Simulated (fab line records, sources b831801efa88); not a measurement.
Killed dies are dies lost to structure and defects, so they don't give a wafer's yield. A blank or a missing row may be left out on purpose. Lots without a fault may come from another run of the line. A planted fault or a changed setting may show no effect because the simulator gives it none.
One fault seen from 2 desks | flow gf180mcu | each desk has only its own numbers; what lay behind them comes last

THE METROLOGY DESK
What the gauges read, lot by lot, whatever tool the lot ran on: means of the sampled wafers that have a number. A lot is out of limits, marked OUT, if its mean lies more than 4 standard deviations from the usual mean; the brackets give that distance.
Columns: A = MVPSD_TW at GF_MVPSD_TW_MEAS_11, usual 550; B = PSD_OVL at GF_PSD_OVL_MEAS_08, usual -0.3 nm; C = V2_OVL at GF_V2_OVL_MEAS_15, usual -6 nm
lot  | first seen here | A   | B               | C
L622 | day 5 01:01     | 548 | -0.8            | -5
L623 | day 5 06:30     | 551 | 2.1             | -6
L624 | day 5 12:48     | 549 | -0.5            | -4
L625 | day 5 18:14     | 546 | 0.2             | -2
L627 | day 6 07:56     | 553 | -0.7            | -4
L628 | day 6 14:38     | 549 | -0.1            | -2
L631 | day 7 07:20     | 555 | -1.3            | -10
L632 | day 7 11:59     | 550 | -83.1 (-59) OUT | -5
L633 | day 7 19:05     | 553 | 0.5             | -8
L637 | day 8 20:47     | 544 | 1.1             | -7
L638 | day 9 04:03     | 550 | -85.4 (-61) OUT | -7
L641 | day 9 16:18     | 548 | -1.6            | -8
L644 | day 10 11:38    | 553 | -0.9            | -3
This desk's finding: out of limits on L632, L638; first on L632, day 17 17:47 (PSD_OVL at GF_PSD_OVL_MEAS_08). In limits: L622, L623, L624, L625, L627, L628, L631, L633, L637, L641, L644.

THE TOOL OWNER'S DESK: iline_stepper-02
The tool's own readings at GF_PSD_EXPOSE_04 (exposes mask Pplus, target cd 400 nm): means of the sampled wafers that have a number, for each lot that ran on this tool. A lot is out of limits, marked OUT, if its mean lies more than 4 standard deviations from the usual mean; the brackets give that distance.
Columns: A = focus_offset_nm at GF_PSD_EXPOSE_04, usual 0.1 nm
lot  | first seen here | A
L622 | day 13 14:30    | -0.5
L623 | day 14 01:57    | 0.1
L625 | day 14 15:43    | 0.1
L628 | day 16 00:19    | 0.4
L631 | day 16 22:45    | -0.5
L632 | day 17 06:16    | -0.1
L638 | day 19 14:20    | -0.0
This desk's finding: nothing out of limits on any of the 7 lots.

PUT TOGETHER
The metrology desk could have raised an alarm at day 17 17:47, on L632, L638.
The tool owner's desk saw nothing out of limits.
The tool owner's desk has L632, L638 on record, within its limits.
Of the lots named, all ran GF_PSD_EXPOSE_04 on iline_stepper-02.

WHAT THE SIMULATOR HAD PUT IN
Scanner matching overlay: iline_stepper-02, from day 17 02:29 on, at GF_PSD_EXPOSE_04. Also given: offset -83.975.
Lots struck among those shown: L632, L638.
Hours from the fault's start to each desk's first reading out of limits: the metrology desk, 15.
